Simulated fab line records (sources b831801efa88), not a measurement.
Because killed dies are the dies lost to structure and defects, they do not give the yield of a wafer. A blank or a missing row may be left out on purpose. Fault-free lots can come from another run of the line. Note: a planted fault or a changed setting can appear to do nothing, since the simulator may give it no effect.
Which tool did it? || flow sky130 || Sampling: 12 lots, 36 wafers, 5 of 708 route steps

## WHAT THE GAUGES SHOWED, per wafer
SKY_VIA1_OVL_MEAS_13. Usual: for VIA1_OVL the level is -1 nm and the standard deviation is 5.9.
{"lot": "L686", "measured": "day 34 06:22", "on": "overlay-02", "VIA1_OVL (nm)": "-6 -16 -9", "flag": ""}
{"lot": "L687", "measured": "day 34 14:28", "on": "overlay-01", "VIA1_OVL (nm)": "-10 -1 -7", "flag": ""}
{"lot": "L688", "measured": "day 35 07:19", "on": "overlay-01", "VIA1_OVL (nm)": "8 3 -3", "flag": ""}
{"lot": "L689", "measured": "day 35 09:01", "on": "overlay-01", "VIA1_OVL (nm)": "-2 -8 -15", "flag": ""}
{"lot": "L690", "measured": "day 35 11:55", "on": "overlay-01", "VIA1_OVL (nm)": "-1 -5 0", "flag": ""}
{"lot": "L691", "measured": "day 36 02:25", "on": "overlay-01", "VIA1_OVL (nm)": "3 4 9", "flag": ""}
{"lot": "L692", "measured": "day 36 04:31", "on": "overlay-02", "VIA1_OVL (nm)": "-1 -6 6", "flag": ""}
{"lot": "L693", "measured": "day 36 11:31", "on": "overlay-02", "VIA1_OVL (nm)": "8 -1 2", "flag": ""}
{"lot": "L699", "measured": "day 38 08:07", "on": "overlay-01", "VIA1_OVL (nm)": "-13 -10 -4", "flag": ""}
{"lot": "L703", "measured": "day 39 13:04", "on": "overlay-01", "VIA1_OVL (nm)": "-1 -3 -1", "flag": ""}
{"lot": "L704", "measured": "day 39 15:49", "on": "overlay-01", "VIA1_OVL (nm)": "-4 0 1", "flag": ""}
{"lot": "L708", "measured": "day 40 19:20", "on": "overlay-01", "VIA1_OVL (nm)": "0 8 6", "flag": ""}

SKY_VIA3_THK_MEAS_01. Usual: for VIA3_HDPCVD_THK the level is 1624 nm and the standard deviation is 19.
{"lot": "L686", "measured": "day 38 23:04", "on": "film metro-02", "VIA3_HDPCVD_THK (nm)": "1616 1627 1607", "flag": ""}
{"lot": "L687", "measured": "day 39 04:26", "on": "film metro-04", "VIA3_HDPCVD_THK (nm)": "1632 1638 1617", "flag": ""}
{"lot": "L688", "measured": "day 39 20:31", "on": "film metro-04", "VIA3_HDPCVD_THK (nm)": "1630 1622 1624", "flag": ""}
{"lot": "L689", "measured": "day 40 00:04", "on": "film metro-03", "VIA3_HDPCVD_THK (nm)": "1600 1590 1610", "flag": ""}
{"lot": "L690", "measured": "day 40 01:05", "on": "film metro-02", "VIA3_HDPCVD_THK (nm)": "1653 1623 1647", "flag": ""}
{"lot": "L691", "measured": "day 40 12:28", "on": "film metro-03", "VIA3_HDPCVD_THK (nm)": "1647 1645 1643", "flag": ""}
{"lot": "L692", "measured": "day 40 16:46", "on": "film metro-04", "VIA3_HDPCVD_THK (nm)": "1603 1638 1611", "flag": ""}
{"lot": "L693", "measured": "day 40 22:45", "on": "film metro-03", "VIA3_HDPCVD_THK (nm)": "1640 1643 1620", "flag": ""}
{"lot": "L699", "measured": "day 42 15:37", "on": "film metro-03", "VIA3_HDPCVD_THK (nm)": "1632 1637 3011", "flag": "OFF"}
{"lot": "L703", "measured": "day 43 19:13", "on": "film metro-03", "VIA3_HDPCVD_THK (nm)": "1619 1627 1597", "flag": ""}
{"lot": "L704", "measured": "day 43 22:46", "on": "film metro-04", "VIA3_HDPCVD_THK (nm)": "1638 1589 1647", "flag": ""}
{"lot": "L708", "measured": "day 44 22:14", "on": "film metro-02", "VIA3_HDPCVD_THK (nm)": "1620 1599 1603", "flag": ""}

## WHAT TOOL EACH LOT RAN ON (gives the tool, then ch and the chambers of the sampled wafers, and finally the start)
{"lot": "L686", "SKY_METAL1_SPUTTER_01": "pvd sputter-01, day 31 22:52", "SKY_VIA1_SPUTTER_20": "pvd sputter-01, day 34 07:05", "SKY_VIA3_HDPCVD_00": "hdpcvd-01 ch 0,1,2, day 38 22:53"}
{"lot": "L687", "SKY_METAL1_SPUTTER_01": "pvd sputter-01, day 32 06:58", "SKY_VIA1_SPUTTER_20": "pvd sputter-03, day 34 15:16", "SKY_VIA3_HDPCVD_00": "hdpcvd-02 ch 0,1,2, day 39 04:16"}
{"lot": "L688", "SKY_METAL1_SPUTTER_01": "pvd sputter-01, day 32 23:37", "SKY_VIA1_SPUTTER_20": "pvd sputter-02, day 35 08:09", "SKY_VIA3_HDPCVD_00": "hdpcvd-01 ch 0,1,2, day 39 20:21"}
{"lot": "L689", "SKY_METAL1_SPUTTER_01": "pvd sputter-04, day 33 02:03", "SKY_VIA1_SPUTTER_20": "pvd sputter-03, day 35 09:52", "SKY_VIA3_HDPCVD_00": "hdpcvd-02 ch 0,1, day 39 23:55"}
{"lot": "L690", "SKY_METAL1_SPUTTER_01": "pvd sputter-04, day 33 04:29", "SKY_VIA1_SPUTTER_20": "pvd sputter-02, day 35 12:44", "SKY_VIA3_HDPCVD_00": "hdpcvd-01 ch 0,2, day 40 00:55"}
{"lot": "L691", "SKY_METAL1_SPUTTER_01": "pvd sputter-03, day 33 19:01", "SKY_VIA1_SPUTTER_20": "pvd sputter-01, day 36 03:08", "SKY_VIA3_HDPCVD_00": "hdpcvd-01 ch 0,1,2, day 40 12:17"}
{"lot": "L692", "SKY_METAL1_SPUTTER_01": "pvd sputter-01, day 33 21:00", "SKY_VIA1_SPUTTER_20": "pvd sputter-01, day 36 05:14", "SKY_VIA3_HDPCVD_00": "hdpcvd-01 ch 1,2, day 40 16:36"}
{"lot": "L693", "SKY_METAL1_SPUTTER_01": "pvd sputter-04, day 34 05:38", "SKY_VIA1_SPUTTER_20": "pvd sputter-02, day 36 12:14", "SKY_VIA3_HDPCVD_00": "hdpcvd-01 ch 0,2, day 40 22:34"}
{"lot": "L699", "SKY_METAL1_SPUTTER_01": "pvd sputter-04, day 36 03:21", "SKY_VIA1_SPUTTER_20": "pvd sputter-01, day 38 08:51", "SKY_VIA3_HDPCVD_00": "hdpcvd-01 ch 0,1, day 42 15:25"}
{"lot": "L703", "SKY_METAL1_SPUTTER_01": "pvd sputter-03, day 37 08:24", "SKY_VIA1_SPUTTER_20": "pvd sputter-03, day 39 13:47", "SKY_VIA3_HDPCVD_00": "hdpcvd-02 ch 1,2, day 43 19:02"}
{"lot": "L704", "SKY_METAL1_SPUTTER_01": "pvd sputter-01, day 37 12:01", "SKY_VIA1_SPUTTER_20": "pvd sputter-02, day 39 16:40", "SKY_VIA3_HDPCVD_00": "hdpcvd-02 ch 1,2, day 43 22:35"}
{"lot": "L708", "SKY_METAL1_SPUTTER_01": "pvd sputter-01, day 38 15:43", "SKY_VIA1_SPUTTER_20": "pvd sputter-03, day 40 20:03", "SKY_VIA3_HDPCVD_00": "hdpcvd-02 ch 0,1,2, day 44 22:04"}
- SKY_METAL1_SPUTTER_01: material TiN, target thk 20 nm, time 16.7 s.
- SKY_VIA1_SPUTTER_20: material TiN, target thk 20 nm, time 80 s.
- SKY_VIA3_HDPCVD_00: deposits SiO2, target thk 1635 nm, time 272.5 s.

## WHAT THE TOOLS THEMSELVES READ (means of the sampled wafers that have a number; where no wafer has one, the mark that the record gives instead)
SKY_METAL1_SPUTTER_01. Usual: chamber pressure pa 0.4000 Pa, standard deviation 0.00089; throttle valve pct 30.1 %, standard deviation 1.3.
{"lot": "L686", "tool": "pvd sputter-01", "chamber pressure pa (Pa)": 0.3991, "throttle valve pct (%)": 31.7, "flag": ""}
{"lot": "L687", "tool": "pvd sputter-01", "chamber pressure pa (Pa)": 0.4001, "throttle valve pct (%)": 31.9, "flag": ""}
{"lot": "L688", "tool": "pvd sputter-01", "chamber pressure pa (Pa)": 0.4008, "throttle valve pct (%)": 31.6, "flag": ""}
{"lot": "L689", "tool": "pvd sputter-04", "chamber pressure pa (Pa)": 0.3998, "throttle valve pct (%)": 29.3, "flag": ""}
{"lot": "L690", "tool": "pvd sputter-04", "chamber pressure pa (Pa)": 0.4004, "throttle valve pct (%)": 30.3, "flag": ""}
{"lot": "L691", "tool": "pvd sputter-03", "chamber pressure pa (Pa)": 0.3992, "throttle valve pct (%)": 29.4, "flag": ""}
{"lot": "L692", "tool": "pvd sputter-01", "chamber pressure pa (Pa)": 0.3991, "throttle valve pct (%)": 29.8, "flag": ""}
{"lot": "L693", "tool": "pvd sputter-04", "chamber pressure pa (Pa)": 0.4001, "throttle valve pct (%)": 29.9, "flag": ""}
{"lot": "L699", "tool": "pvd sputter-04", "chamber pressure pa (Pa)": 0.3997, "throttle valve pct (%)": 29.9, "flag": ""}
{"lot": "L703", "tool": "pvd sputter-03", "chamber pressure pa (Pa)": 0.4009, "throttle valve pct (%)": 29.5, "flag": ""}
{"lot": "L704", "tool": "pvd sputter-01", "chamber pressure pa (Pa)": 0.3995, "throttle valve pct (%)": 30.7, "flag": ""}
{"lot": "L708", "tool": "pvd sputter-01", "chamber pressure pa (Pa)": 0.3999, "throttle valve pct (%)": 30.8, "flag": ""}

SKY_VIA1_SPUTTER_20. Usual: chamber pressure pa 5.000 Pa, standard deviation 0.01; throttle valve pct 30.0 %, standard deviation 1.2.
{"lot": "L686", "tool": "pvd sputter-01", "chamber pressure pa (Pa)": 4.995, "throttle valve pct (%)": 30.2, "flag": ""}
{"lot": "L687", "tool": "pvd sputter-03", "chamber pressure pa (Pa)": 5.000, "throttle valve pct (%)": 28.5, "flag": ""}
{"lot": "L688", "tool": "pvd sputter-02", "chamber pressure pa (Pa)": 5.000, "throttle valve pct (%)": 29.8, "flag": ""}
{"lot": "L689", "tool": "pvd sputter-03", "chamber pressure pa (Pa)": 5.012, "throttle valve pct (%)": 28.6, "flag": ""}
{"lot": "L690", "tool": "pvd sputter-02", "chamber pressure pa (Pa)": 5.009, "throttle valve pct (%)": 30.2, "flag": ""}
{"lot": "L691", "tool": "pvd sputter-01", "chamber pressure pa (Pa)": 5.004, "throttle valve pct (%)": 29.9, "flag": ""}
{"lot": "L692", "tool": "pvd sputter-01", "chamber pressure pa (Pa)": 5.001, "throttle valve pct (%)": 31.0, "flag": ""}
{"lot": "L693", "tool": "pvd sputter-02", "chamber pressure pa (Pa)": 5.003, "throttle valve pct (%)": 30.4, "flag": ""}
{"lot": "L699", "tool": "pvd sputter-01", "chamber pressure pa (Pa)": 4.997, "throttle valve pct (%)": 31.8, "flag": ""}
{"lot": "L703", "tool": "pvd sputter-03", "chamber pressure pa (Pa)": 4.994, "throttle valve pct (%)": 29.1, "flag": ""}
{"lot": "L704", "tool": "pvd sputter-02", "chamber pressure pa (Pa)": 5.007, "throttle valve pct (%)": 29.9, "flag": ""}
{"lot": "L708", "tool": "pvd sputter-03", "chamber pressure pa (Pa)": 4.997, "throttle valve pct (%)": 28.9, "flag": ""}

## THE ANSWER, worked out from the rows above alone
Rule: a lot counts as off when the mean over its wafers that have a number is more than 3 standard deviations away from the usual mean. Also off: a lot with no number at a reading for which 4 or more lots have one. Any other lot the step has rows for is counted as sound. After the gauges, taken in route order, come the tools' own readings; for these a lot's mean is taken, as printed above. The first step at which some lot is off is used, and at that step the reading that is off furthest; a lot without a number counts as furthest.
Off: at SKY_VIA3_THK_MEAS_01 (VIA3_HDPCVD_THK), L699.
A tool fits if, at a process step before that reading, it ran every lot that is off, and no sound lot after the first of them. Those tools and the gauges at SKY_VIA3_THK_MEAS_01 are tried in the same way. Can't be told from this: 3 tools fit, pvd sputter-04 at SKY_METAL1_SPUTTER_01, pvd sputter-01 at SKY_VIA1_SPUTTER_20, hdpcvd-01 at SKY_VIA3_HDPCVD_00.

## WHAT THE SIMULATOR HAD INSERTED
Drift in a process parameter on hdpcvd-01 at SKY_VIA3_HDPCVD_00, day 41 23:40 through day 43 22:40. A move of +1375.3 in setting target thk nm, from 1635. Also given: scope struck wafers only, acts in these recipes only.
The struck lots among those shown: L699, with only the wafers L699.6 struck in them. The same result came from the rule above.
